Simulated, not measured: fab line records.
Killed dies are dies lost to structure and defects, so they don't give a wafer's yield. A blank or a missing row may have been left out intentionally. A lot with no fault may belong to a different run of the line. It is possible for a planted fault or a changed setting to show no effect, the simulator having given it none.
2 desks looking at one fault || flow sky130 || what lay behind the numbers comes last; until then each desk has only its own

## AT THE TOOL OWNER'S DESK: furnace-02
The tool's own readings at SKY_GATE_OXIDE_OXIDATION_16 (stabilise 600 s, purge 300 s, target thk 3.57 nm): means of the sampled wafers that have a number, for each lot that ran on this tool. If a lot's mean is further than 4 standard deviations from the usual mean, the lot is out of limits and carries the mark OUT (the distance appears in the brackets). Of its 8 readings 7 are shown: the one that was out of limits first, and those that lie furthest out on some lot.
Columns: A = spike tc centre C at SKY_GATE_OXIDE_OXIDATION_16, usual 799.6 C; B = spike tc lower C at SKY_GATE_OXIDE_OXIDATION_16, usual 800.3 C; C = spike tc top C at SKY_GATE_OXIDE_OXIDATION_16, usual 817.0 C; D = spike tc upper C at SKY_GATE_OXIDE_OXIDATION_16, usual 799.4 C; E = tube center temp C at SKY_GATE_OXIDE_OXIDATION_16, usual 800 C; F = tube_center_temp_C_max at SKY_GATE_OXIDE_OXIDATION_16, usual 802.1; G = zone power centre pct at SKY_GATE_OXIDE_OXIDATION_16, usual 15.7 %
{"lot": "L308", "first seen here": "day 14 17:19", "A": 798.9, "B": 800.4, "C": 814.7, "D": 799.3, "E": 800, "F": 801.9, "G": 16.7}
{"lot": "L307", "first seen here": "day 14 18:51", "A": 799.7, "B": 800.7, "C": 814.8, "D": 799.9, "E": 800, "F": 801.9, "G": 16.6}
{"lot": "L311", "first seen here": "day 16 20:04", "A": 799.4, "B": 800.4, "C": 813.8, "D": 799.3, "E": 800, "F": 801.7, "G": 16.8}
{"lot": "L323", "first seen here": "day 19 20:14", "A": "792.3 (-6.1) OUT", "B": "795.1 (-5.8) OUT", "C": 808.6, "D": "794.6 (-4.4) OUT", "E": "794 (-84) OUT", "F": "796.5 (-17) OUT", "G": 16.4}
{"lot": "L325", "first seen here": "day 20 01:07", "A": "793.6 (-5.0) OUT", "B": "795.9 (-4.8) OUT", "C": 808.8, "D": "794.4 (-4.5) OUT", "E": "794 (-84) OUT", "F": "796.2 (-17) OUT", "G": 16.4}
This desk's finding: out of limits on L323, L325; first on L323, day 19 20:14 (spike tc centre C at SKY_GATE_OXIDE_OXIDATION_16). L308, L307, L311: within limits.

## THE METROLOGY DESK
Means of the sampled wafers that have a number, per lot and without regard to the tool the lot ran on: this is what the gauges read. If a lot's mean is further than 4 standard deviations from the usual mean, the lot is out of limits and carries the mark OUT (the distance appears in the brackets).
Columns: A = NWELL_RS at SKY_NWELL_RS_MEAS_29, usual 625.2 ohm/sq; B = cd nm at SKY_VT_ADJUST_HVTP_CD_MEAS_07, usual 379.9 nm; C = cd nm at SKY_VT_ADJUST_HVTR_CD_MEAS_07, usual 380.5 nm
{"lot": "L308", "first seen here": "day 6 01:16", "A": 625.0, "B": 384.3, "C": 383.4}
{"lot": "L307", "first seen here": "day 6 01:45", "A": 625.1, "B": 377.6, "C": 380.3}
{"lot": "L311", "first seen here": "day 6 13:23", "A": 625.2, "B": 378.9, "C": 384.5}
{"lot": "L312", "first seen here": "day 6 18:40", "A": 625.0, "B": 377.7, "C": 381.5}
{"lot": "L315", "first seen here": "day 7 09:58", "A": 624.9, "B": 383.1, "C": 376.3}
{"lot": "L317", "first seen here": "day 7 18:23", "A": 623.1, "B": 377.4, "C": 381.6}
{"lot": "L316", "first seen here": "day 7 19:23", "A": 628.9, "B": 378.4, "C": 380.9}
{"lot": "L320", "first seen here": "day 8 14:38", "A": 625.9, "B": 383.6, "C": 379.0}
{"lot": "L323", "first seen here": "day 9 16:01", "A": 624.9, "B": 379.9, "C": 381.8}
{"lot": "L324", "first seen here": "day 9 20:46", "A": 625.1, "B": 378.8, "C": 376.2}
{"lot": "L325", "first seen here": "day 9 21:28", "A": 626.2, "B": 377.6, "C": 382.2}
{"lot": "L329", "first seen here": "day 11 03:33", "A": 625.1, "B": 382.0, "C": 380.8}
{"lot": "L330", "first seen here": "day 11 10:55", "A": 622.7, "B": 378.6, "C": 381.1}
Result from this desk: across the 13 lots, nothing is out of limits.

## ALL TOGETHER
The tool owner's desk could have raised an alarm at day 19 20:14, on L323, L325.
Nothing out of limits was seen by the metrology desk.
The metrology desk holds a record of L323, L325, inside its limits.
Of the lots named, all ran SKY_GATE_OXIDE_OXIDATION_16 on furnace-02.

## WHAT THE SIMULATOR HAD INSERTED
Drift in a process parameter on furnace-02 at SKY_GATE_OXIDE_OXIDATION_16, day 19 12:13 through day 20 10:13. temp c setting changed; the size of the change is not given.
Struck lots among those shown: L323, L325.
Hours from the fault's start to each desk's first reading out of limits: the tool owner's desk, 8.
